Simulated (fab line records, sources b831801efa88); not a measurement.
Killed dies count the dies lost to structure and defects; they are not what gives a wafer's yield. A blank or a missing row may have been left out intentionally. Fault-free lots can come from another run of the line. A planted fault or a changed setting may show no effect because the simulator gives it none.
Matching of chambers	flow sky130	SKY_VIA3_CMP_24 on cmp-01: 4 sister chambers
The step polishes, stops on SiO2, t overpolish 20 s, target thk 0 nm. 8 wafers are shown with their chamber, then 7 later ones without.

WAFERS WITH THEIR CHAMBER
wafer	chamber	motorCurrentA (A)	timeToEndpointS (s)
L339.1	1	9.6	92
L339.6	2	14.0	96
L350.6	2	12.5	92
L352.1	0	10.3	92
L352.3	3	12.1	99
L352.6	0	10.2	90
L354.2	1	9.6	87
L354.4	3	12.1	93

WAFERS WITHOUT THEIR CHAMBER
wafer	motorCurrentA (A)	timeToEndpointS (s)
L354.6	9.6	86
L355.1	13.3	85
L355.3	10.1	91
L355.5	11.9	96
L357.2	10.1	89
L357.4	9.9	90
L357.5	12.0	97

WHICH CHAMBER EACH ONE RAN IN
wafer	from the rows above	in truth
L354.6	can't be placed: 1 or 0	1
L355.1	can't be placed: 2 or 3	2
L355.3	can't be placed: 0 or 1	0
L355.5	3	3
L357.2	can't be placed: 0 or 1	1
L357.4	can't be placed: 1 or 0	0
L357.5	3	3
Correct placement for 2 of the 7. Cannot be placed on the basis of these rows: 5; the candidates contain the true chamber in 5. Wrongly placed: 0.
How it was worked out, from the rows above alone: a wafer's distance from a chamber is the root of the sum, over the readings, of the square of ((its reading less the chamber's mean) divided by the reading's scatter). If the next closest chamber is less than 2 further off than the closest, the wafer can't be placed; otherwise it belongs to the closest. For every chamber, the mean is computed from those of its wafers that are shown. The scatter: take each reading less its chamber's mean, square it, sum over the shown wafers, divide by the number of wafers less the number of chambers, and take the root.
